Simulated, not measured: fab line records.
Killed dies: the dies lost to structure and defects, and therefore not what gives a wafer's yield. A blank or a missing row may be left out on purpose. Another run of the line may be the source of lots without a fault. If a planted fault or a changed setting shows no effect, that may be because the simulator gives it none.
fab line records :: flow gf180mcu
record
  lots=13
  wafers=39
  last_day=34
route steps=602 shown POLY_GATE@164 HV_LDD@223 NSD@247
lots that met no fault: taken from a fault-free run of the same line
start_h: start of the lot's first displayed wafer, in hours after the record's first day :: wait_h: hours from the lot's prior step to this one :: " unchanged from the row above :: L1.1+2: a row that stands for several wafers :: - no value, or no start was given :: * or withheld: withheld :: < > ~ a bound
route shown NAME@n: a module of which the file shows steps, and the number in the route of the first :: usual: mean and standard deviation over wafers with no fault :: same: alike in all rows :: chamber/n: place in a boat :: sites: each site's reading :: _std_site: how widely they spread, as a standard deviation :: _edge_site: outer sites' mean less inner sites' :: radius_mm: how far each site lies from the wafer's centre :: mask NAME#n: copy n :: behind: the tool/chamber that last shaped the wafer :: hold: what put the lot on hold/how long, in hours/how the hold closed :: device: the transistor (n, p or np) that didn't switch :: end of line: tests of these same wafers at the route's end :: a step with no rows: only its recipe :: killed: dies lost to structure and defects at the first sort, not the wafer's yield :: map: per-die view of a wafer (x killed, . not killed, _ where there is no die)
set.NAME: the setting that was run; set.NAME@STEP: the one run at that earlier step :: model.NAME: the simulator's own value behind a step, which no gauge read
one table for each step of the route and one row for each wafer, over a sample of lots
services: the hour from which a tool's chamber was out of use, counted from the record's first day as start_h (under 0 if before that day), plus the number of hours and why
## steps
# step GF_POLY_GATE_EXPOSE_07
# recipe
  mask_id=Poly2
  target_cd_nm=280
  na=0.68
  source_shape=conventional
  sigma_outer=0.6
  dose_mj=28
lot.wafer: L430.3+4+6
tool: krf_scanner-01
chamber: 0
start_h: 198.83
wait_h: -
mask: Poly2#0

lot.wafer: L431.1+2+5
tool: krf_scanner-01
chamber: 0
start_h: 200.85
wait_h: -
mask: Poly2#0

lot.wafer: L432.2+5+6
tool: krf_scanner-02
chamber: 0
start_h: 209.89
wait_h: -
mask: Poly2#0

lot.wafer: L433.2+3+5
tool: krf_scanner-01
chamber: 0
start_h: 214.81
wait_h: -
mask: Poly2#0

lot.wafer: L434.1+4+6
tool: krf_scanner-02
chamber: 0
start_h: 218.96
wait_h: -
mask: Poly2#0

lot.wafer: L441.1+4+6
tool: krf_scanner-02
chamber: 0
start_h: 267.39
wait_h: -
mask: Poly2_R1#0

lot.wafer: L445.2+4+5
tool: krf_scanner-02
chamber: 0
start_h: 293.16
wait_h: -
mask: Poly2#0

lot.wafer: L446.1+2+4
tool: krf_scanner-02
chamber: 0
start_h: 297.03
wait_h: -
mask: Poly2#0

lot.wafer: L448.1+2+5
tool: krf_scanner-02
chamber: 0
start_h: 313.05
wait_h: -
mask: Poly2#0

lot.wafer: L449.2+3+5
tool: krf_scanner-02
chamber: 0
start_h: 325.73
wait_h: -
mask: Poly2#0

lot.wafer: L450.1+2+4
tool: krf_scanner-02
chamber: 0
start_h: 330.48
wait_h: -
mask: Poly2#0

lot.wafer: L452.2+3+6
tool: krf_scanner-02
chamber: 0
start_h: 345.62
wait_h: -
mask: Poly2#0

lot.wafer: L453.1+2+5
tool: krf_scanner-02
chamber: 0
start_h: 350.06
wait_h: -
mask: Poly2#0
# step GF_POLY_GATE_CD_MEAS_10
# recipe
  target_cd_nm=280
# usual
  cd_nm=279.9/1.5
lot.wafer: L430.3
tool: cd_sem-01
chamber: -
start_h: 207.44
wait_h: 0.1
cd_nm: 279.4

lot.wafer: L430.4
tool: cd_sem-01
chamber: -
start_h: 207.44
wait_h: 0.1
cd_nm: 278.8

lot.wafer: L430.6
tool: cd_sem-01
chamber: -
start_h: 207.44
wait_h: 0.1
cd_nm: 280.0

lot.wafer: L431.1
tool: cd_sem-02
chamber: -
start_h: 209.21
wait_h: 0.1
cd_nm: 281.5

lot.wafer: L431.2
tool: cd_sem-02
chamber: -
start_h: 209.21
wait_h: 0.1
cd_nm: 282.0

lot.wafer: L431.5
tool: cd_sem-02
chamber: -
start_h: 209.21
wait_h: 0.1
cd_nm: 281.3

lot.wafer: L432.2
tool: cd_sem-01
chamber: -
start_h: 218.53
wait_h: 0.1
cd_nm: 278.3

lot.wafer: L432.5
tool: cd_sem-01
chamber: -
start_h: 218.53
wait_h: 0.1
cd_nm: 279.3

lot.wafer: L432.6
tool: cd_sem-01
chamber: -
start_h: 218.53
wait_h: 0.1
cd_nm: 278.2

lot.wafer: L433.2
tool: cd_sem-02
chamber: -
start_h: 223.58
wait_h: 0.1
cd_nm: 276.8

lot.wafer: L433.3
tool: cd_sem-02
chamber: -
start_h: 223.58
wait_h: 0.1
cd_nm: 278.0

lot.wafer: L433.5
tool: cd_sem-02
chamber: -
start_h: 223.58
wait_h: 0.1
cd_nm: 278.7

lot.wafer: L434.1
tool: cd_sem-02
chamber: -
start_h: 227.60
wait_h: 0.1
cd_nm: 279.3

lot.wafer: L434.4
tool: cd_sem-02
chamber: -
start_h: 227.60
wait_h: 0.1
cd_nm: 279.1

lot.wafer: L434.6
tool: cd_sem-02
chamber: -
start_h: 227.60
wait_h: 0.1
cd_nm: 278.5

lot.wafer: L441.1
tool: cd_sem-02
chamber: -
start_h: 277.54
wait_h: 0.1
cd_nm: 265.2

lot.wafer: L441.4
tool: cd_sem-02
chamber: -
start_h: 277.54
wait_h: 0.1
cd_nm: 266.1

lot.wafer: L441.6
tool: cd_sem-02
chamber: -
start_h: 277.54
wait_h: 0.1
cd_nm: 264.5

lot.wafer: L445.2
tool: cd_sem-02
chamber: -
start_h: 302.86
wait_h: 0.1
cd_nm: 279.5

lot.wafer: L445.4
tool: cd_sem-02
chamber: -
start_h: 302.86
wait_h: 0.1
cd_nm: 280.9

lot.wafer: L445.5
tool: cd_sem-02
chamber: -
start_h: 302.86
wait_h: 0.1
cd_nm: 279.0

lot.wafer: L446.1
tool: cd_sem-02
chamber: -
start_h: 306.89
wait_h: 0.1
cd_nm: 279.1

lot.wafer: L446.2
tool: cd_sem-02
chamber: -
start_h: 306.89
wait_h: 0.1
cd_nm: 277.4

lot.wafer: L446.4
tool: cd_sem-02
chamber: -
start_h: 306.89
wait_h: 0.1
cd_nm: 278.0

lot.wafer: L448.1
tool: cd_sem-02
chamber: -
start_h: 322.71
wait_h: 0.1
cd_nm: 279.4

lot.wafer: L448.2
tool: cd_sem-02
chamber: -
start_h: 322.71
wait_h: 0.1
cd_nm: 279.6

lot.wafer: L448.5
tool: cd_sem-02
chamber: -
start_h: 322.71
wait_h: 0.1
cd_nm: 279.3

lot.wafer: L449.2
tool: cd_sem-02
chamber: -
start_h: 336.00
wait_h: 0.1
cd_nm: 279.3

lot.wafer: L449.3
tool: cd_sem-02
chamber: -
start_h: 336.00
wait_h: 0.1
cd_nm: 278.4

lot.wafer: L449.5
tool: cd_sem-02
chamber: -
start_h: 336.00
wait_h: 0.1
cd_nm: 278.7

lot.wafer: L450.1
tool: cd_sem-01
chamber: -
start_h: 341.01
wait_h: 0.1
cd_nm: 281.8

lot.wafer: L450.2
tool: cd_sem-01
chamber: -
start_h: 341.01
wait_h: 0.1
cd_nm: 280.9

lot.wafer: L450.4
tool: cd_sem-01
chamber: -
start_h: 341.01
wait_h: 0.1
cd_nm: 281.3

lot.wafer: L452.2
tool: cd_sem-02
chamber: -
start_h: 356.43
wait_h: 0.1
cd_nm: 279.8

lot.wafer: L452.3
tool: cd_sem-02
chamber: -
start_h: 356.43
wait_h: 0.1
cd_nm: 279.7

lot.wafer: L452.6
tool: cd_sem-02
chamber: -
start_h: 356.43
wait_h: 0.1
cd_nm: 281.1

lot.wafer: L453.1
tool: cd_sem-02
chamber: -
start_h: 360.61
wait_h: 0.1
cd_nm: 280.9

lot.wafer: L453.2
tool: cd_sem-02
chamber: -
start_h: 360.61
wait_h: 0.1
cd_nm: 281.2

lot.wafer: L453.5
tool: cd_sem-02
chamber: -
start_h: 360.61
wait_h: 0.1
cd_nm: 281.2
# step GF_POLY_GATE_STRIP_14
# recipe
  chemistry=O2/N2
  power_w=1400
  pressure_mtorr=1500
  platen_temp_c=250
  o2_flow_sccm=3000
  n2_flow_sccm=300
  overash_fraction=0.5
# usual
  drypump_motor_current_A=5.6/0.61
  heater_power_w=336/15
  oes_product_au=0.504/0.0048
# same
  overash_fraction=0.5
lot.wafer: L430.3
tool: plasma_asher-04
chamber: 1
start_h: 207.69
wait_h: 0.1
drypump_motor_current_A: 6.4
heater_power_w: 351
oes_product_au: 0.504
rf_hours_counter_h: -

lot.wafer: L430.4
tool: plasma_asher-04
chamber: 0
start_h: 207.69
wait_h: 0.1
drypump_motor_current_A: 5.5
heater_power_w: 326
oes_product_au: 0.507
rf_hours_counter_h: -

lot.wafer: L430.6
tool: plasma_asher-04
chamber: 1
start_h: 207.69
wait_h: 0.1
drypump_motor_current_A: 6.5
heater_power_w: 348
oes_product_au: 0.505
rf_hours_counter_h: -

lot.wafer: L431.1
tool: plasma_asher-02
chamber: 0
start_h: 209.48
wait_h: 0.0
drypump_motor_current_A: 5.1
heater_power_w: 345
oes_product_au: 0.508
rf_hours_counter_h: 59

lot.wafer: L431.2
tool: plasma_asher-02
chamber: 1
start_h: 209.48
wait_h: 0.0
drypump_motor_current_A: 4.6
heater_power_w: 342
oes_product_au: 0.507
rf_hours_counter_h: 59

lot.wafer: L431.5
tool: plasma_asher-02
chamber: 1
start_h: 209.48
wait_h: 0.0
drypump_motor_current_A: 4.6
heater_power_w: 351
oes_product_au: 0.504
rf_hours_counter_h: -

lot.wafer: L432.2
tool: plasma_asher-03
chamber: 1
start_h: 218.80
wait_h: 0.0
drypump_motor_current_A: 5.5
heater_power_w: 328
oes_product_au: 0.501
rf_hours_counter_h: 11

lot.wafer: L432.5
tool: plasma_asher-03
chamber: 1
start_h: 218.80
wait_h: 0.0
drypump_motor_current_A: 5.5
heater_power_w: 328
oes_product_au: 0.503
rf_hours_counter_h: -

lot.wafer: L432.6
tool: plasma_asher-03
chamber: 0
start_h: 218.80
wait_h: 0.0
drypump_motor_current_A: 6.2
heater_power_w: 310
oes_product_au: 0.496
rf_hours_counter_h: -

lot.wafer: L433.2
tool: plasma_asher-02
chamber: 1
start_h: 223.83
wait_h: 0.0
drypump_motor_current_A: 4.6
heater_power_w: 352
oes_product_au: 0.506
rf_hours_counter_h: 60

lot.wafer: L433.3
tool: plasma_asher-02
chamber: 1
start_h: 223.83
wait_h: 0.0
drypump_motor_current_A: 4.6
heater_power_w: 351
oes_product_au: 0.517
rf_hours_counter_h: -

lot.wafer: L433.5
tool: plasma_asher-02
chamber: 0
start_h: 223.83
wait_h: 0.0
drypump_motor_current_A: 5.1
heater_power_w: 350
oes_product_au: 0.511
rf_hours_counter_h: -

lot.wafer: L434.1
tool: plasma_asher-03
chamber: 1
start_h: 227.86
wait_h: 0.0
drypump_motor_current_A: 5.5
heater_power_w: 327
oes_product_au: 0.498
rf_hours_counter_h: 12

lot.wafer: L434.4
tool: plasma_asher-03
chamber: 1
start_h: 227.86
wait_h: 0.0
drypump_motor_current_A: 5.5
heater_power_w: 324
oes_product_au: 0.511
rf_hours_counter_h: -

lot.wafer: L434.6
tool: plasma_asher-03
chamber: 0
start_h: 227.86
wait_h: 0.0
drypump_motor_current_A: 6.2
heater_power_w: 307
oes_product_au: 0.503
rf_hours_counter_h: -

lot.wafer: L441.1
tool: plasma_asher-04
chamber: 1
start_h: 277.81
wait_h: 0.0
drypump_motor_current_A: 6.4
heater_power_w: 347
oes_product_au: 0.501
rf_hours_counter_h: 63

lot.wafer: L441.4
tool: plasma_asher-04
chamber: 0
start_h: 277.81
wait_h: 0.0
drypump_motor_current_A: 5.5
heater_power_w: 327
oes_product_au: 0.511
rf_hours_counter_h: -

lot.wafer: L441.6
tool: plasma_asher-04
chamber: 0
start_h: 277.81
wait_h: 0.0
drypump_motor_current_A: 5.5
heater_power_w: 334
oes_product_au: 0.503
rf_hours_counter_h: -

lot.wafer: L445.2
tool: plasma_asher-03
chamber: 1
start_h: 303.11
wait_h: 0.0
drypump_motor_current_A: 5.5
heater_power_w: 325
oes_product_au: 0.509
rf_hours_counter_h: 21

lot.wafer: L445.4
tool: plasma_asher-03
chamber: 0
start_h: 303.11
wait_h: 0.0
drypump_motor_current_A: 6.2
heater_power_w: 316
oes_product_au: 0.500
rf_hours_counter_h: -

lot.wafer: L445.5
tool: plasma_asher-03
chamber: 1
start_h: 303.11
wait_h: 0.0
drypump_motor_current_A: 5.5
heater_power_w: 318
oes_product_au: 0.502
rf_hours_counter_h: -

lot.wafer: L446.1
tool: plasma_asher-02
chamber: 0
start_h: 307.16
wait_h: 0.0
drypump_motor_current_A: 5.1
heater_power_w: 353
oes_product_au: 0.508
rf_hours_counter_h: 66

lot.wafer: L446.2
tool: plasma_asher-02
chamber: 1
start_h: 307.16
wait_h: 0.0
drypump_motor_current_A: 4.6
heater_power_w: 344
oes_product_au: 0.506
rf_hours_counter_h: 66

lot.wafer: L446.4
tool: plasma_asher-02
chamber: 0
start_h: 307.16
wait_h: 0.0
drypump_motor_current_A: 5.1
heater_power_w: 347
oes_product_au: 0.505
rf_hours_counter_h: -

lot.wafer: L448.1
tool: plasma_asher-04
chamber: 0
start_h: 322.97
wait_h: 0.0
drypump_motor_current_A: 5.5
heater_power_w: 324
oes_product_au: 0.507
rf_hours_counter_h: 68

lot.wafer: L448.2
tool: plasma_asher-04
chamber: 1
start_h: 322.97
wait_h: 0.0
drypump_motor_current_A: 6.5
heater_power_w: 344
oes_product_au: 0.509
rf_hours_counter_h: 68

lot.wafer: L448.5
tool: plasma_asher-04
chamber: 0
start_h: 322.97
wait_h: 0.0
drypump_motor_current_A: 5.5
heater_power_w: 335
oes_product_au: 0.499
rf_hours_counter_h: -

lot.wafer: L449.2
tool: plasma_asher-04
chamber: 1
start_h: 336.24
wait_h: 0.0
drypump_motor_current_A: 6.5
heater_power_w: 352
oes_product_au: 0.492
rf_hours_counter_h: 69

lot.wafer: L449.3
tool: plasma_asher-04
chamber: 1
start_h: 336.24
wait_h: 0.0
drypump_motor_current_A: 6.4
heater_power_w: 343
oes_product_au: 0.501
rf_hours_counter_h: -

lot.wafer: L449.5
tool: plasma_asher-04
chamber: 0
start_h: 336.24
wait_h: 0.0
drypump_motor_current_A: 5.5
heater_power_w: 334
oes_product_au: 0.504
rf_hours_counter_h: -

lot.wafer: L450.1
tool: plasma_asher-03
chamber: 1
start_h: 341.27
wait_h: 0.0
drypump_motor_current_A: 5.5
heater_power_w: 327
oes_product_au: 0.506
rf_hours_counter_h: 24

lot.wafer: L450.2
tool: plasma_asher-03
chamber: 0
start_h: 341.27
wait_h: 0.0
drypump_motor_current_A: 6.2
heater_power_w: 312
oes_product_au: 0.507
rf_hours_counter_h: 24

lot.wafer: L450.4
tool: plasma_asher-03
chamber: 1
start_h: 341.27
wait_h: 0.0
drypump_motor_current_A: 5.5
heater_power_w: 321
oes_product_au: 0.503
rf_hours_counter_h: -

lot.wafer: L452.2
tool: plasma_asher-02
chamber: 0
start_h: 356.67
wait_h: 0.0
drypump_motor_current_A: 5.1
heater_power_w: 360
oes_product_au: 0.500
rf_hours_counter_h: 72

lot.wafer: L452.3
tool: plasma_asher-02
chamber: 0
start_h: 356.67
wait_h: 0.0
drypump_motor_current_A: 5.1
heater_power_w: 347
oes_product_au: 0.508
rf_hours_counter_h: -

lot.wafer: L452.6
tool: plasma_asher-02
chamber: 1
start_h: 356.67
wait_h: 0.0
drypump_motor_current_A: 4.7
heater_power_w: 344
oes_product_au: 0.506
rf_hours_counter_h: -

lot.wafer: L453.1
tool: plasma_asher-02
chamber: 0
start_h: 360.87
wait_h: 0.0
drypump_motor_current_A: 5.1
heater_power_w: 348
oes_product_au: 0.499
rf_hours_counter_h: 72

lot.wafer: L453.2
tool: plasma_asher-02
chamber: 1
start_h: 360.87
wait_h: 0.0
drypump_motor_current_A: 4.7
heater_power_w: 347
oes_product_au: 0.508
rf_hours_counter_h: 72

lot.wafer: L453.5
tool: plasma_asher-02
chamber: 0
start_h: 360.87
wait_h: 0.0
drypump_motor_current_A: 5.0
heater_power_w: 356
oes_product_au: 0.504
rf_hours_counter_h: -
# step GF_HV_LDD_OVL_MEAS_47
# usual
  HV_LDD_03_OVL=0.4/1.5
lot.wafer: L430.3
tool: overlay-01
chamber: -
start_h: 284.74
wait_h: 0.1
HV_LDD_03_OVL[nm]: 0.6

lot.wafer: L430.4
tool: overlay-01
chamber: -
start_h: 284.74
wait_h: 0.1
HV_LDD_03_OVL[nm]: -2.0

lot.wafer: L430.6
tool: overlay-01
chamber: -
start_h: 284.74
wait_h: 0.1
HV_LDD_03_OVL[nm]: -0.9

lot.wafer: L431.1
tool: overlay-01
chamber: -
start_h: 287.11
wait_h: 0.1
HV_LDD_03_OVL[nm]: 1.6

lot.wafer: L431.2
tool: overlay-01
chamber: -
start_h: 287.11
wait_h: 0.1
HV_LDD_03_OVL[nm]: 1.0

lot.wafer: L431.5
tool: overlay-01
chamber: -
start_h: 287.11
wait_h: 0.1
HV_LDD_03_OVL[nm]: 0.0

lot.wafer: L432.2
tool: overlay-02
chamber: -
start_h: 299.00
wait_h: 0.1
HV_LDD_03_OVL[nm]: 0.9

lot.wafer: L432.5
tool: overlay-02
chamber: -
start_h: 299.00
wait_h: 0.1
HV_LDD_03_OVL[nm]: 3.4

lot.wafer: L432.6
tool: overlay-02
chamber: -
start_h: 299.00
wait_h: 0.1
HV_LDD_03_OVL[nm]: 1.6

lot.wafer: L433.2
tool: overlay-01
chamber: -
start_h: 304.60
wait_h: 0.1
HV_LDD_03_OVL[nm]: -1.4

lot.wafer: L433.3
tool: overlay-01
chamber: -
start_h: 304.60
wait_h: 0.1
HV_LDD_03_OVL[nm]: 0.4

lot.wafer: L433.5
tool: overlay-01
chamber: -
start_h: 304.60
wait_h: 0.1
HV_LDD_03_OVL[nm]: 1.4

lot.wafer: L434.1
tool: overlay-02
chamber: -
start_h: 308.64
wait_h: 0.1
HV_LDD_03_OVL[nm]: 0.5

lot.wafer: L434.4
tool: overlay-02
chamber: -
start_h: 308.64
wait_h: 0.1
HV_LDD_03_OVL[nm]: -1.4

lot.wafer: L434.6
tool: overlay-02
chamber: -
start_h: 308.64
wait_h: 0.1
HV_LDD_03_OVL[nm]: 1.1

lot.wafer: L441.1
tool: overlay-01
chamber: -
start_h: 363.66
wait_h: 0.1
HV_LDD_03_OVL[nm]: -0.8

lot.wafer: L441.4
tool: overlay-01
chamber: -
start_h: 363.66
wait_h: 0.1
HV_LDD_03_OVL[nm]: -1.0

lot.wafer: L441.6
tool: overlay-01
chamber: -
start_h: 363.66
wait_h: 0.1
HV_LDD_03_OVL[nm]: 0.1

lot.wafer: L445.2
tool: overlay-01
chamber: -
start_h: 392.90
wait_h: 0.1
HV_LDD_03_OVL[nm]: 0.3

lot.wafer: L445.4
tool: overlay-01
chamber: -
start_h: 392.90
wait_h: 0.1
HV_LDD_03_OVL[nm]: -2.6

lot.wafer: L445.5
tool: overlay-01
chamber: -
start_h: 392.90
wait_h: 0.1
HV_LDD_03_OVL[nm]: 0.5

lot.wafer: L446.1
tool: overlay-02
chamber: -
start_h: 397.64
wait_h: 0.1
HV_LDD_03_OVL[nm]: 0.7

lot.wafer: L446.2
tool: overlay-02
chamber: -
start_h: 397.64
wait_h: 0.1
HV_LDD_03_OVL[nm]: 0.7

lot.wafer: L446.4
tool: overlay-02
chamber: -
start_h: 397.64
wait_h: 0.1
HV_LDD_03_OVL[nm]: -0.4

lot.wafer: L448.1
tool: overlay-02
chamber: -
start_h: 417.21
wait_h: 0.1
HV_LDD_03_OVL[nm]: -0.6

lot.wafer: L448.2
tool: overlay-02
chamber: -
start_h: 417.21
wait_h: 0.1
HV_LDD_03_OVL[nm]: 0.0

lot.wafer: L448.5
tool: overlay-02
chamber: -
start_h: 417.21
wait_h: 0.1
HV_LDD_03_OVL[nm]: 0.5

lot.wafer: L449.2
tool: overlay-02
chamber: -
start_h: 431.30
wait_h: 0.1
HV_LDD_03_OVL[nm]: -0.7

lot.wafer: L449.3
tool: overlay-02
chamber: -
start_h: 431.30
wait_h: 0.1
HV_LDD_03_OVL[nm]: 1.6

lot.wafer: L449.5
tool: overlay-02
chamber: -
start_h: 431.30
wait_h: 0.1
HV_LDD_03_OVL[nm]: 1.2

lot.wafer: L450.1
tool: overlay-02
chamber: -
start_h: 434.96
wait_h: 0.1
HV_LDD_03_OVL[nm]: 1.1

lot.wafer: L450.2
tool: overlay-02
chamber: -
start_h: 434.96
wait_h: 0.1
HV_LDD_03_OVL[nm]: 2.4

lot.wafer: L450.4
tool: overlay-02
chamber: -
start_h: 434.96
wait_h: 0.1
HV_LDD_03_OVL[nm]: 3.0

lot.wafer: L452.2
tool: overlay-02
chamber: -
start_h: 453.05
wait_h: 0.1
HV_LDD_03_OVL[nm]: 0.7

lot.wafer: L452.3
tool: overlay-02
chamber: -
start_h: 453.05
wait_h: 0.1
HV_LDD_03_OVL[nm]: 2.3

lot.wafer: L452.6
tool: overlay-02
chamber: -
start_h: 453.05
wait_h: 0.1
HV_LDD_03_OVL[nm]: 2.0

lot.wafer: L453.1
tool: overlay-02
chamber: -
start_h: 459.08
wait_h: 0.1
HV_LDD_03_OVL[nm]: 2.4

lot.wafer: L453.2
tool: overlay-02
chamber: -
start_h: 459.08
wait_h: 0.1
HV_LDD_03_OVL[nm]: 3.0

lot.wafer: L453.5
tool: overlay-02
chamber: -
start_h: 459.08
wait_h: 0.1
HV_LDD_03_OVL[nm]: 3.2
# step GF_NSD_TW_MEAS_12
# usual
  NSD_TW=4295/38
lot.wafer: L430.3
tool: film_metro-04
chamber: -
start_h: 308.69
wait_h: 0.1
NSD_TW: 4351

lot.wafer: L430.4
tool: film_metro-04
chamber: -
start_h: 308.69
wait_h: 0.1
NSD_TW: 4327

lot.wafer: L430.6
tool: film_metro-04
chamber: -
start_h: 308.69
wait_h: 0.1
NSD_TW: 4331

lot.wafer: L431.1
tool: film_metro-03
chamber: -
start_h: 310.88
wait_h: 0.1
NSD_TW: 4275

lot.wafer: L431.2
tool: film_metro-03
chamber: -
start_h: 310.88
wait_h: 0.1
NSD_TW: 4280

lot.wafer: L431.5
tool: film_metro-03
chamber: -
start_h: 310.88
wait_h: 0.1
NSD_TW: 4261

lot.wafer: L432.2
tool: film_metro-04
chamber: -
start_h: 322.56
wait_h: 0.1
NSD_TW: 4310

lot.wafer: L432.5
tool: film_metro-04
chamber: -
start_h: 322.56
wait_h: 0.1
NSD_TW: 4327

lot.wafer: L432.6
tool: film_metro-04
chamber: -
start_h: 322.56
wait_h: 0.1
NSD_TW: 4306

lot.wafer: L433.2
tool: film_metro-03
chamber: -
start_h: 328.39
wait_h: 0.1
NSD_TW: 4243

lot.wafer: L433.3
tool: film_metro-03
chamber: -
start_h: 328.39
wait_h: 0.1
NSD_TW: 4210

lot.wafer: L433.5
tool: film_metro-03
chamber: -
start_h: 328.39
wait_h: 0.1
NSD_TW: 4236

lot.wafer: L434.1
tool: film_metro-04
chamber: -
start_h: 333.33
wait_h: 0.1
NSD_TW: 4313

lot.wafer: L434.4
tool: film_metro-04
chamber: -
start_h: 333.33
wait_h: 0.1
NSD_TW: 4336

lot.wafer: L434.6
tool: film_metro-04
chamber: -
start_h: 333.33
wait_h: 0.1
NSD_TW: 4315

lot.wafer: L441.1
tool: film_metro-02
chamber: -
start_h: 389.72
wait_h: 0.1
NSD_TW: 4297

lot.wafer: L441.4
tool: film_metro-02
chamber: -
start_h: 389.72
wait_h: 0.1
NSD_TW: 4291

lot.wafer: L441.6
tool: film_metro-02
chamber: -
start_h: 389.72
wait_h: 0.1
NSD_TW: 4296

lot.wafer: L445.2
tool: film_metro-03
chamber: -
start_h: 420.64
wait_h: 0.1
NSD_TW: 4243

lot.wafer: L445.4
tool: film_metro-03
chamber: -
start_h: 420.64
wait_h: 0.1
NSD_TW: 4263

lot.wafer: L445.5
tool: film_metro-03
chamber: -
start_h: 420.64
wait_h: 0.1
NSD_TW: 4257

lot.wafer: L446.1
tool: film_metro-02
chamber: -
start_h: 425.48
wait_h: 0.1
NSD_TW: 4297

lot.wafer: L446.2
tool: film_metro-02
chamber: -
start_h: 425.48
wait_h: 0.1
NSD_TW: 4324

lot.wafer: L446.4
tool: film_metro-02
chamber: -
start_h: 425.48
wait_h: 0.1
NSD_TW: 4313

lot.wafer: L448.1
tool: film_metro-02
chamber: -
start_h: 444.43
wait_h: 0.1
NSD_TW: 4287

lot.wafer: L448.2
tool: film_metro-02
chamber: -
start_h: 444.43
wait_h: 0.1
NSD_TW: 4271

lot.wafer: L448.5
tool: film_metro-02
chamber: -
start_h: 444.43
wait_h: 0.1
NSD_TW: 4280

lot.wafer: L449.2
tool: film_metro-04
chamber: -
start_h: 461.03
wait_h: 0.1
NSD_TW: 4333

lot.wafer: L449.3
tool: film_metro-04
chamber: -
start_h: 461.03
wait_h: 0.1
NSD_TW: 4319

lot.wafer: L449.5
tool: film_metro-04
chamber: -
start_h: 461.03
wait_h: 0.1
NSD_TW: 4336

lot.wafer: L450.1
tool: film_metro-04
chamber: -
start_h: 463.27
wait_h: 0.1
NSD_TW: 4343

lot.wafer: L450.2
tool: film_metro-04
chamber: -
start_h: 463.27
wait_h: 0.1
NSD_TW: 4333

lot.wafer: L450.4
tool: film_metro-04
chamber: -
start_h: 463.27
wait_h: 0.1
NSD_TW: 4319

lot.wafer: L452.2
tool: film_metro-03
chamber: -
start_h: 480.84
wait_h: 0.1
NSD_TW: 4247

lot.wafer: L452.3
tool: film_metro-03
chamber: -
start_h: 480.84
wait_h: 0.1
NSD_TW: 4246

lot.wafer: L452.6
tool: film_metro-03
chamber: -
start_h: 480.84
wait_h: 0.1
NSD_TW: 4237

lot.wafer: L453.1
tool: film_metro-04
chamber: -
start_h: 486.82
wait_h: 0.1
NSD_TW: 4332

lot.wafer: L453.2
tool: film_metro-04
chamber: -
start_h: 486.82
wait_h: 0.1
NSD_TW: 4319

lot.wafer: L453.5
tool: film_metro-04
chamber: -
start_h: 486.82
wait_h: 0.1
NSD_TW: 4338
## services
tool: krf_scanner-02
chamber: -
start_h: 182.83
hours: 1.3
kind: pm

tool: krf_scanner-01
chamber: -
start_h: 190.65
hours: 1.0
kind: pm

tool: krf_scanner-02
chamber: -
start_h: 236.26
hours: 0.3
kind: repair

tool: plasma_asher-02
chamber: -
start_h: 245.23
hours: 14.6
kind: pm

tool: krf_scanner-01
chamber: -
start_h: 247.02
hours: 1.3
kind: pm

tool: krf_scanner-02
chamber: -
start_h: 258.39
hours: 7.2
kind: pm

tool: krf_scanner-01
chamber: -
start_h: 265.59
hours: 3.6
kind: pm

tool: plasma_asher-02
chamber: -
start_h: 268.67
hours: 2.8
kind: pm

tool: krf_scanner-01
chamber: -
start_h: 276.12
hours: 2.1
kind: repair

tool: plasma_asher-02
chamber: -
start_h: 280.43
hours: 8.7
kind: repair

tool: krf_scanner-01
chamber: -
start_h: 286.97
hours: 0.8
kind: pm

tool: krf_scanner-01
chamber: -
start_h: 295.85
hours: 1.6
kind: repair

tool: krf_scanner-02
chamber: -
start_h: 301.54
hours: 1.0
kind: pm

tool: krf_scanner-01
chamber: -
start_h: 301.75
hours: 3.1
kind: repair

tool: plasma_asher-04
chamber: -
start_h: 307.00
hours: 0.6
kind: repair

tool: krf_scanner-01
chamber: 0
start_h: 329.05
hours: -
kind: calibration

tool: krf_scanner-02
chamber: -
start_h: 335.18
hours: 4.4
kind: pm

tool: krf_scanner-02
chamber: 0
start_h: 338.37
hours: -
kind: calibration

tool: krf_scanner-02
chamber: -
start_h: 339.56
hours: 0.8
kind: pm

tool: krf_scanner-02
chamber: -
start_h: 352.32
hours: 4.0
kind: pm

tool: plasma_asher-03
chamber: -
start_h: 352.60
hours: 9.5
kind: repair

tool: krf_scanner-02
chamber: -
start_h: 358.73
hours: 1.3
kind: pm

tool: krf_scanner-01
chamber: -
start_h: 360.03
hours: 1.0
kind: pm
## key
first_sign
  step=GF_POLY_GATE_EXPOSE_07
  reading=mask
  direction=changed
effect
  step=GF_POLY_GATE_CD_MEAS_10
  reading=cd_nm
  direction=down
  sigmas=9.7
  usual=279.9
  struck=265.3
met_at GF_POLY_GATE_EXPOSE_07
struck_lots L441
tester_left_out L441
not_acting_at GF_POLY_GATE_STRIP_14,GF_HV_LDD_OVL_MEAS_47,GF_NSD_TW_MEAS_12
onset_between 218.96 267.39
fault
  kind=wrong_mask
  tool=any
  chamber=-
  onset_h=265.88
  steps=GF_POLY_GATE_EXPOSE_07
  aux_copy=Poly2_R1#0
  cd_offset_nm=-14
  scope=struck_lots_only
# tester_left_out: of these lots the tester's yield and bins aren't shown, on N5 and GAA mostly nor the transistor test; their killed dies are dies lost to structure and defects alone, not to doping, threshold or leakage, so they don't give the yield
